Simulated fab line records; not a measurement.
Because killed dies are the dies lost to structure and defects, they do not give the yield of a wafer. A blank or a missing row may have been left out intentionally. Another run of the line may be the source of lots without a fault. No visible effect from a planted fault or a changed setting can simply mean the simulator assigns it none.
What tool caused it? :: flow gf180mcu :: 13 lots, 39 wafers sampled, at 4 steps of a route of 602

WHAT THE GAUGES READ, wafer by wafer
GF_M5_OVL_MEAS_08.
lot: L806
measured: day 25 21:25
on: overlay-02
M5_OVL (nm): -7 0 -3

lot: L809
measured: day 27 03:06
on: overlay-02
M5_OVL (nm): -3 2 7

lot: L810
measured: day 27 12:05
on: overlay-01
M5_OVL (nm): -8 -9 -8

lot: L811
measured: day 27 14:45
on: overlay-01
M5_OVL (nm): -10 -13 -9

lot: L812
measured: day 28 02:32
on: overlay-01
M5_OVL (nm): -3 -2 2

lot: L813
measured: day 28 19:36
on: overlay-02
M5_OVL (nm): 8 -1 6

lot: L816
measured: day 30 01:14
on: overlay-01
M5_OVL (nm): -14 -7 -3

lot: L819
measured: day 30 11:11
on: overlay-02
M5_OVL (nm): -3 -2 -7

lot: L818
measured: day 30 13:55
on: overlay-02
M5_OVL (nm): -1 9 5

lot: L821
measured: day 31 02:17
on: overlay-01
M5_OVL (nm): -2 -2 2

lot: L824
measured: day 31 15:59
on: overlay-01
M5_OVL (nm): -10 -7 -10

lot: L825
measured: day 32 02:20
on: overlay-02
M5_OVL (nm): -8 -11 -6

lot: L827
measured: day 32 09:11
on: overlay-02
M5_OVL (nm): -3 -9 -3

GF_PASSIVATION_THK_MEAS_03.
lot: L806
measured: day 27 18:31
on: film metro-04
PASSIVATION_CVD_02_THK (nm): 704 699 709

lot: L809
measured: day 28 22:26
on: film metro-02
PASSIVATION_CVD_02_THK (nm): 701 697 703

lot: L810
measured: day 29 07:32
on: film metro-02
PASSIVATION_CVD_02_THK (nm): 697 712 704

lot: L811
measured: day 29 09:28
on: film metro-04
PASSIVATION_CVD_02_THK (nm): 685 702 698

lot: L812
measured: day 29 21:07
on: film metro-02
PASSIVATION_CVD_02_THK (nm): 698 710 720

lot: L813
measured: day 30 13:21
on: film metro-03
PASSIVATION_CVD_02_THK (nm): 684 706 701

lot: L816
measured: day 31 16:35
on: film metro-02
PASSIVATION_CVD_02_THK (nm): 681 680 690

lot: L819
measured: day 32 02:48
on: film metro-04
PASSIVATION_CVD_02_THK (nm): 688 693 697

lot: L818
measured: day 32 04:53
on: film metro-02
PASSIVATION_CVD_02_THK (nm): 704 713 706

lot: L821
measured: day 32 18:43
on: film metro-04
PASSIVATION_CVD_02_THK (nm): 689 701 706

lot: L824
measured: day 33 05:50
on: film metro-02
PASSIVATION_CVD_02_THK (nm): 692 690 705

lot: L825
measured: day 33 16:22
on: film metro-02
PASSIVATION_CVD_02_THK (nm): 698 692 698

lot: L827
measured: day 33 22:31
on: film metro-02
PASSIVATION_CVD_02_THK (nm): 706 710 698

TOOL THAT RAN EACH LOT (tool first, then ch and the chambers of the sampled wafers, then the start)
lot: L806
GF_M3_SPUTTER_01: pvd sputter-01, day 19 20:31
GF_PASSIVATION_CVD_02: pecvd-02 ch 1,2, day 27 18:13

lot: L809
GF_M3_SPUTTER_01: pvd sputter-02, day 21 06:22
GF_PASSIVATION_CVD_02: pecvd-01 ch 0,1,2, day 28 22:09

lot: L810
GF_M3_SPUTTER_01: pvd sputter-01, day 21 17:06
GF_PASSIVATION_CVD_02: pecvd-01 ch 0,1, day 29 07:16

lot: L811
GF_M3_SPUTTER_01: pvd sputter-02, day 21 21:03
GF_PASSIVATION_CVD_02: pecvd-02 ch 0,2, day 29 09:10

lot: L812
GF_M3_SPUTTER_01: pvd sputter-04, day 22 09:22
GF_PASSIVATION_CVD_02: pecvd-03 ch 0,1,2, day 29 20:50

lot: L813
GF_M3_SPUTTER_01: pvd sputter-01, day 23 07:35
GF_PASSIVATION_CVD_02: pecvd-03 ch 0,1,2, day 30 13:04

lot: L816
GF_M3_SPUTTER_01: pvd sputter-01, day 24 18:05
GF_PASSIVATION_CVD_02: pecvd-03 ch 0,1,2, day 31 16:17

lot: L819
GF_M3_SPUTTER_01: pvd sputter-04, day 25 06:26
GF_PASSIVATION_CVD_02: pecvd-03 ch 0,1,2, day 32 02:31

lot: L818
GF_M3_SPUTTER_01: pvd sputter-01, day 25 08:51
GF_PASSIVATION_CVD_02: pecvd-01 ch 0,1,2, day 32 04:35

lot: L821
GF_M3_SPUTTER_01: pvd sputter-04, day 26 00:41
GF_PASSIVATION_CVD_02: pecvd-03 ch 0,1,2, day 32 18:26

lot: L824
GF_M3_SPUTTER_01: pvd sputter-02, day 26 16:50
GF_PASSIVATION_CVD_02: pecvd-03 ch 1,2, day 33 05:34

lot: L825
GF_M3_SPUTTER_01: pvd sputter-02, day 27 06:31
GF_PASSIVATION_CVD_02: pecvd-03 ch 0,2, day 33 16:05

lot: L827
GF_M3_SPUTTER_01: pvd sputter-02, day 27 13:17
GF_PASSIVATION_CVD_02: pecvd-01 ch 0,2, day 33 22:13
- GF_M3_SPUTTER_01: material TiN, target thk 30 nm, time 25 s.
- GF_PASSIVATION_CVD_02: deposits Si3N4, target thk 700 nm, time 486.18 s.

WHAT THE TOOLS THEMSELVES READ (means of the sampled wafers that have a number; where no wafer has one, the mark that the record gives instead)
GF_M3_SPUTTER_01.
lot: L806
tool: pvd sputter-01
throttle valve pct (%): 30.0

lot: L809
tool: pvd sputter-02
throttle valve pct (%): 29.8

lot: L810
tool: pvd sputter-01
throttle valve pct (%): 29.7

lot: L811
tool: pvd sputter-02
throttle valve pct (%): 29.5

lot: L812
tool: pvd sputter-04
throttle valve pct (%): 29.5

lot: L813
tool: pvd sputter-01
throttle valve pct (%): 30.5

lot: L816
tool: pvd sputter-01
throttle valve pct (%): 30.5

lot: L819
tool: pvd sputter-04
throttle valve pct (%): 29.7

lot: L818
tool: pvd sputter-01
throttle valve pct (%): 29.7

lot: L821
tool: pvd sputter-04
throttle valve pct (%): 29.7

lot: L824
tool: pvd sputter-02
throttle valve pct (%): 30.3

lot: L825
tool: pvd sputter-02
throttle valve pct (%): 29.2

lot: L827
tool: pvd sputter-02
throttle valve pct (%): 29.3

GF_PASSIVATION_CVD_02.
lot: L806
tool: pecvd-02
heater power w (W): 780
rf fwd power W (W): 450.1

lot: L809
tool: pecvd-01
heater power w (W): 752
rf fwd power W (W): 449.0

lot: L810
tool: pecvd-01
heater power w (W): 802
rf fwd power W (W): 449.2

lot: L811
tool: pecvd-02
heater power w (W): 847
rf fwd power W (W): 449.5

lot: L812
tool: pecvd-03
heater power w (W): 629
rf fwd power W (W): 448.8

lot: L813
tool: pecvd-03
heater power w (W): 574
rf fwd power W (W): 449.7

lot: L816
tool: pecvd-03
heater power w (W): 561
rf fwd power W (W): 448.9

lot: L819
tool: pecvd-03
heater power w (W): 658
rf fwd power W (W): 448.5

lot: L818
tool: pecvd-01
heater power w (W): 805
rf fwd power W (W): 449.2

lot: L821
tool: pecvd-03
heater power w (W): 652
rf fwd power W (W): 450.0

lot: L824
tool: pecvd-03
heater power w (W): 674
rf fwd power W (W): 448.9

lot: L825
tool: pecvd-03
heater power w (W): 577
rf fwd power W (W): 449.1

lot: L827
tool: pecvd-01
heater power w (W): 746
rf fwd power W (W): 449.0

THE ANSWER, worked out from the rows above alone
Rule: the usual values come from the lots themselves. The widest of any qualifying gaps counts: lots, ordered by their means at a reading, are off when they make up no more than a third of the lots, leave a main group of 4 or more, and stand apart from it by 3 or more times the standard deviation of that group's means. The tables above print the reading to a certain number of digits; a main group whose means all agree to those digits is not used. Also off: a lot with no number at a reading for which 4 or more lots have one. All remaining lots with rows at the step are treated as sound. After the gauges, taken in route order, come the tools' own readings; for these a lot's mean is taken, as printed above. At the first step where some lot is off, the reading lying furthest off is the one used; lots without a number count as furthest.
Nothing can be told from this: no lot is off at any reading shown.

WHAT THE SIMULATOR PUT IN
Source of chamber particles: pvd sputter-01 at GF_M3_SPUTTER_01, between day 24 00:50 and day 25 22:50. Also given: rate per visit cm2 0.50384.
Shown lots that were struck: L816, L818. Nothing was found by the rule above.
